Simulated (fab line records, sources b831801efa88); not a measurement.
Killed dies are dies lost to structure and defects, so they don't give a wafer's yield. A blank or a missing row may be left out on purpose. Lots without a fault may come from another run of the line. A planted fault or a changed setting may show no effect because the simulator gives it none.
A struck lot beside a sound one | flow sfq_line | 42 steps out of a route of 325
Sound: wafers L553.1, L553.2, L553.5. Struck: wafer L551.1. (L551.4, L551.6 of the same lot were not struck and are left out.) The cause comes at the end.
At each step with rows: each side's tool, then ch and its chambers, then its first start. Under that, the readings that differ: sound wafers | struck wafers | difference of the means | sigmas: that difference in standard deviations of wafers without a fault.
alike: readings whose means differ by less than 2 such deviations, and words and numbers that are the same on both sides. not compared: withheld readings, readings that some wafer has no value for, bounds like >300 that may hide the same value, and numbers for which the record gives no deviation and whose values overlap.
The two part at a step that has a row with sigmas, a row that says differs or no value, or rows on one side only. Numbers that don't overlap but have no deviation are shown without sigmas and don't part them. A reading that every wafer of one side lacks parts them only if that side has two wafers or more.

first, 6 steps without rows for these wafers: SFQ_TRILAYER_I0_VIA_LITHO_COAT_036 (resist thk 62 nm); SFQ_TRILAYER_I0_VIA_LITHO_COAT_031 (resist thk 650 nm); SFQ_TRILAYER_I0_VIA_LITHO_SOFTBAKE_035; SFQ_TRILAYER_I0_VIA_LITHO_EXPOSE_032 (exposes mask I0, target cd 500 nm); SFQ_TRILAYER_I0_VIA_LITHO_PEB_034 (peb time 60 s); SFQ_TRILAYER_I0_VIA_LITHO_DEVELOP_033 (time 60 s).
SFQ_I0_OVL_MEAS_908:
  sound on overlay-02, day 23 23:04; struck on overlay-01, day 23 08:40
  alike: I0_OVL
SFQ_TRILAYER_I0_VIA_BARC_OPEN_VIA_ETCH_046: etches BARC in O2, target depth 125 nm, time 41.7 s.
  sound on rie_diel-03 ch 1,3, day 23 23:07; struck on rie_diel-01 ch 3, day 23 08:43
  alike: drypump_motor_current_A, oes_product_au, rf_fwd_power_W
  not compared: rf_hours_counter_h
SFQ_TRILAYER_I0_VIA_ETCH_VIA_ETCH_034: etches SiO2 in CHF3, stops on Nb, target depth 260 nm.
  sound on rie_diel-03 ch 1,3, day 23 23:09; struck on rie_diel-01 ch 3, day 23 08:45
  alike: drypump_motor_current_A, oes_product_au, rf_fwd_power_W
SFQ_TRILAYER_I0_VIA_STRIP_STRIP_035: strips in O2.
  sound on rie_metal-04 ch 0,1, day 23 23:16; struck on rie_metal-01 ch 0, day 23 08:52
  alike: drypump_motor_current_A, oes_product_au
  not compared: rf_hours_counter_h
then, 2 steps without rows for these wafers: SFQ_TRILAYER_I0_VIA_STRIP_SOLV_CLEAN_036 (cleans in NMP, time 600 s); SFQ_TRILAYER_M1_DEP_PRE_CLEAN_038 (time 22.5 s).
SFQ_TRILAYER_M1_DEP_SPUTTER_037: material Nb, target thk 200 nm, time 133.3 s.
  sound on pvd_sputter-04, day 24 00:04; struck on pvd_sputter-05, day 23 09:40
  reading                                             | sound             | struck | difference | sigmas
  model.Nb_of_TRILAYER_M1_DEP_SPUTTER_037.thk_nm (nm) | 200.5 200.1 204.9 | 348    | +146       |
  alike: resputter_cathode_voltage_v, throttle_valve_pct
SFQ_M1_RS_MEAS_909: measures by four-point-probe.
  sound on film_metro-03, day 24 00:10; struck on film_metro-03, day 23 09:46
  reading           | sound             | struck | difference | sigmas
  M1_NB_RS (ohm/sq) | 0.889 0.891 0.868 | 0.509  | -0.374     | -40
then, 6 steps without rows for these wafers: SFQ_TRILAYER_M1_LITHO_COAT_044 (resist thk 62 nm); SFQ_TRILAYER_M1_LITHO_COAT_039 (resist thk 600 nm); SFQ_TRILAYER_M1_LITHO_SOFTBAKE_043; SFQ_TRILAYER_M1_LITHO_EXPOSE_040 (exposes mask M1, target cd 500 nm); SFQ_TRILAYER_M1_LITHO_PEB_042 (peb time 60 s); SFQ_TRILAYER_M1_LITHO_DEVELOP_041 (time 60 s).
-- the record jumps here: 6 days lie between the struck wafers' starts before and after --
SFQ_M1_OVL_MEAS_911:
  sound on overlay-02, day 29 13:37; struck on overlay-02, day 29 02:49
  alike: M1_OVL
then, 1 step without rows for these wafers: SFQ_TRILAYER_M1_BARC_OPEN_METAL_ETCH_054 (etches BARC in O2, target depth 125 nm, time 41.7 s).
SFQ_TRILAYER_M1_ETCH_METAL_ETCH_042: etches Nb in Cl2/Ar, stops on SiO2, target depth 240 nm, time 120 s.
  sound on rie_metal-03 ch 0,1, day 29 13:43; struck on rie_metal-03 ch 1, day 29 02:55
  reading               | sound             | struck | difference | sigmas
  oes_product_au (a.u.) | 0.894 0.893 0.903 | 1.009  | +0.112     | +15
  alike: drypump_motor_current_A, rf_fwd_power_W
  not compared: rf_hours_counter_h
SFQ_TRILAYER_M1_STRIP_STRIP_043: strips in O2.
  sound on rie_metal-03 ch 0,1, day 29 13:50; struck on rie_metal-03 ch 1, day 29 03:02
  alike: drypump_motor_current_A, oes_product_au
  not compared: rf_hours_counter_h
then, 3 steps without rows for these wafers: SFQ_TRILAYER_M1_STRIP_SOLV_CLEAN_044 (cleans in NMP, time 600 s); SFQ_TRILAYER_I1_DEP_PECVD_045 (deposits SiO2 from SiH4/N2O, time 111.11 s, target thk 500 nm); SFQ_TRILAYER_I1_CMP_CMP_046 (polishes SiO2).
SFQ_I1_BOW_MEAS_912:
  sound on film_metro-04, day 29 21:37; struck on film_metro-01, day 29 07:25
  alike: I1_BOW
SFQ_TRILAYER_I1_METRO_MEASURE_047:
  sound on film_metro-04, day 29 21:44; struck on film_metro-01, day 29 07:32
  alike: thk_nm
then, 6 steps without rows for these wafers: SFQ_TRILAYER_I1_VIA_LITHO_COAT_054 (resist thk 62 nm); SFQ_TRILAYER_I1_VIA_LITHO_COAT_049 (resist thk 650 nm); SFQ_TRILAYER_I1_VIA_LITHO_SOFTBAKE_053; SFQ_TRILAYER_I1_VIA_LITHO_EXPOSE_050 (exposes mask I1, target cd 500 nm); SFQ_TRILAYER_I1_VIA_LITHO_PEB_052 (peb time 60 s); SFQ_TRILAYER_I1_VIA_LITHO_DEVELOP_051 (time 60 s).
-- the record jumps here: 6 days lie between the struck wafers' starts before and after --
SFQ_I1_OVL_MEAS_913:
  sound on overlay-02, day 35 18:46; struck on overlay-02, day 35 07:43
  alike: I1_OVL
then, 5 steps without rows for these wafers: SFQ_TRILAYER_I1_VIA_BARC_OPEN_VIA_ETCH_071 (etches BARC in O2, target depth 125 nm, time 41.7 s); SFQ_TRILAYER_I1_VIA_ETCH_VIA_ETCH_052 (etches SiO2 in CHF3, stops on Nb, target depth 260 nm); SFQ_TRILAYER_I1_VIA_STRIP_STRIP_053 (strips in O2); SFQ_TRILAYER_I1_VIA_STRIP_SOLV_CLEAN_054 (cleans in NMP, time 600 s); SFQ_TRILAYER_M2_DEP_PRE_CLEAN_056 (time 22.5 s).
-- the record jumps here: 50 days lie between the struck wafers' starts before and after --
SFQ_M8_BOW_MEAS_951:
  sound on film_metro-04, day 86 01:26; struck on film_metro-03, day 85 19:28
  reading                       | sound                | struck | difference | sigmas
  model.etest.m1.comb_log10_ohm | 12 12 12             | 0      | -12        |
  model.etest.m1.ohm_sq         | 0.8879 0.8899 0.8692 | 0.5116 | -0.3707    |
  alike: M8_BOW

WHERE THEY PART
First at SFQ_M1_RS_MEAS_909; last, within this record, at SFQ_TRILAYER_M1_ETCH_METAL_ETCH_042. Later steps at which nothing parts them and some readings are alike: SFQ_TRILAYER_M1_STRIP_STRIP_043, SFQ_I1_BOW_MEAS_912, SFQ_TRILAYER_I1_METRO_MEASURE_047, SFQ_I1_OVL_MEAS_913, SFQ_M8_BOW_MEAS_951.

WHY: what the simulator had put in
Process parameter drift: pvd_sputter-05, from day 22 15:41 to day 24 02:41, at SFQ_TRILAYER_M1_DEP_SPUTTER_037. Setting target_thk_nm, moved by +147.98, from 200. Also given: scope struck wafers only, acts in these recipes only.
